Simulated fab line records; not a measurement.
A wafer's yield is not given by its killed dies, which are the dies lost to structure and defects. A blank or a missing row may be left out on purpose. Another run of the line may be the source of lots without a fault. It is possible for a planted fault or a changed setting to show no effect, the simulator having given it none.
Problem report in the 8D (eight disciplines) form, filled by code / flow gf180mcu / the parts of the form that need people (team, actions taken, sign-off) are left out

== 1. PROBLEM STATEMENT ==
Across 6 wafers from 2 lots, HV_LDD_TW at GF_HV_LDD_TW_MEAS_11 averages 2295, while fault-free wafers read 2427 with a standard deviation of 18. That puts it -7.3 standard deviations away from the usual mean.
The first sign was on wafer L421.2 at day 14 12:13, on film_metro-03. Wafers with a number at this step in the record: 36, from 12 lots. Rule for "out" (also "out of limits"): further than 4 standard deviations from the usual mean. The other wafers with a number count as sound.

== 2. WHAT IT IS, WHAT IT ISN'T ==
question=which readings at this step | is=HV_LDD_TW | is not=-
question=which lots | is=L421, L422 | is not=L406, L407, L409, L411, L413, L414, L415, L425, L426, L429
question=which wafers of those lots | is=all that have a number | is not=-
question=read on which gauges | is=film_metro-01, film_metro-03 | is not=film_metro-02
question=when | is=from day 14 12:13 | is not=up to then (21 sound wafers); but 9 sound wafers of L425, L426, L429 came after

== 3. SUSPECTS, AND WHAT RULES EACH OUT ==
Counting: a tool at a process step up to the reading stays a suspect if it ran every lot that is out and no sound lot after the first of them.
- the gauge at GF_HV_LDD_TW_MEAS_11 has been ruled out. Those wafers that are out were read across 2 gauges (film_metro-01, film_metro-03).
- implanter-02 at GF_HV_LDD_IMPLANT_09: kept. It processed each lot that is out, first L421 at day 14 11:58, and no sound lot thereafter; up to then, the last sound lot it processed was L411 at day 11 09:09. Out on those wafers are its own readings of beam_energy_keV.
Remaining after the count: implanter-02 at GF_HV_LDD_IMPLANT_09.

== 4. THE CAUSE (what the simulator had put in) ==
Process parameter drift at GF_HV_LDD_IMPLANT_09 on implanter-02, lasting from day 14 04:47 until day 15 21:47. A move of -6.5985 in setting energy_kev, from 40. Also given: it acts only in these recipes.
The count eliminated every tool but this one.

== 5. THE CHAIN OF EFFECTS, in route order ==
One row per reading whose mean, taken over the struck wafers that have a number, lies over 3 standard deviations from the usual. Readings are gone through only where the record gives a usual standard deviation; hours: the median, over the lots, of the time from a lot's start at the first step in this table giving one to that lot's start at this step; sigmas: the change measured in usual standard deviations.
hours=0; step=GF_HV_LDD_IMPLANT_09; reading=beam_energy_keV; usual=40.000; on struck wafers=33.413; change=-6.587; sigmas=-99 or more
hours=0; step=GF_HV_LDD_TW_MEAS_11; reading=HV_LDD_TW; usual=2427; on struck wafers=2295; change=-132; sigmas=-7.3
hours=68; step=GF_HV_LDD_RS_MEAS_53; reading=HV_LDD_RS; usual=417.8 ohm/sq; on struck wafers=421.6; change=+3.8; sigmas=+3.7
It contains these process steps:
- GF_HV_LDD_IMPLANT_09
At these later measuring or inspecting steps, every struck wafer for which the step has a row has a number for every such reading, and none has moved that far: GF_M3_CD_MEAS_14.

== 6. WHAT WOULD HAVE CAUGHT IT SOONER ==
7 hours passed between the start of the fault at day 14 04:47 and the first reading out of limits at a measuring or inspecting step in this record, taken at day 14 12:13.
The tool's own readings at GF_HV_LDD_IMPLANT_09 were out on every struck wafer that the step has a row for (beam_energy_keV): an alarm limit on them would have fired on the first of those.
Of the lots that are out (2), L422 began GF_HV_LDD_IMPLANT_09 on implanter-02 after day 14 12:13. Holding the tool at that time would have saved it.
